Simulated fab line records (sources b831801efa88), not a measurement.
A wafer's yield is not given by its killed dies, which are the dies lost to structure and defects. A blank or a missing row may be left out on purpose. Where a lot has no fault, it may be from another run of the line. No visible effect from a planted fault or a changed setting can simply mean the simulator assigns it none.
One fault through the eyes of 2 desks	flow gf180mcu	numbers are kept per desk, each desk with only its own; the story behind them comes last

== FOR THE TOOL OWNER'S DESK: implanter-03 ==
GF_LVPWELL_IMPLANT_08, tool's own readings: per-lot mean of the sampled wafers with a number, covering each lot this tool ran. Any lot whose mean is over 4 standard deviations away from the usual mean is out of limits and marked OUT; that distance is given in the brackets.
Columns: A = beamEnergyKeV at GF_LVPWELL_IMPLANT_08, usual 169.99
lot	first seen here	A
L814	day 5 05:39	170.02
L815	day 5 11:21	170.02
L821	day 6 18:00	148.58 (-99 or more) OUT
L824	day 7 14:40	148.58 (-99 or more) OUT
Finding of this desk: L821, L824 out of limits; the first was L821 at day 6 18:00, on beamEnergyKeV at GF_LVPWELL_IMPLANT_08. L814, L815: within limits.

== METROLOGY DESK ==
Means of the sampled wafers that have a number, per lot and without regard to the tool the lot ran on: this is what the gauges read. Any lot whose mean is over 4 standard deviations away from the usual mean is out of limits and marked OUT; that distance is given in the brackets.
Columns: A = NWELL_RS at GF_VT_IMPLANT_RS_MEAS_47, usual 488.6 ohm/sq; B = LVPWELL_RS at GF_VT_IMPLANT_RS_MEAS_48, usual 1196.6 ohm/sq; C = cdNm at GF_POLY_GATE_CD_MEAS_10, usual 280.1 nm
lot	first seen here	A	B	C
L809	day 7 20:33	489.5	1194.9	278.2
L810	day 8 02:40	487.9	1195.6	280.0
L811	day 8 07:49	486.7	1194.1	280.2
L812	day 8 12:03	489.3	1194.5	281.5
L813	day 8 18:59	487.1	1200.4	280.6
L814	day 9 01:58	486.3	1196.5	279.7
L815	day 9 10:14	489.0	1195.5	279.5
L821	day 10 23:21	489.0	1230.2 (+12) OUT	281.4
L824	day 12 01:41	489.8	1228.2 (+11) OUT	278.9
L825	day 12 17:12	487.5	1194.8	280.8
L826	day 12 18:10	490.2	1198.2	279.4
L827	day 13 08:18	487.5	1196.6	279.4
L831	day 14 05:17	489.4	1196.9	280.0
This desk reports L821, L824 out of limits; the earliest was L821 at day 10 23:28 (LVPWELL_RS at GF_VT_IMPLANT_RS_MEAS_48). L809, L810, L811, L812, L813, L814, L815, L825, L826, L827, L831: within limits.

== PUT TOGETHER ==
The tool owner's desk could have raised an alarm at day 6 18:00, on L821, L824.
L821, L824 would have let the metrology desk raise an alarm at day 10 23:28.
Every lot named ran GF_LVPWELL_IMPLANT_08 on implanter-03.

== WHAT THE SIMULATOR PUT IN ==
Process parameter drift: implanter-03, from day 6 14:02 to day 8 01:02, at GF_LVPWELL_IMPLANT_08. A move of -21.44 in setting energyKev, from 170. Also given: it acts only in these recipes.
Lots struck among those shown: L821, L824.
Time in hours from fault onset to the first out-of-limits reading at each desk: tool owner's desk 4, metrology desk 105.
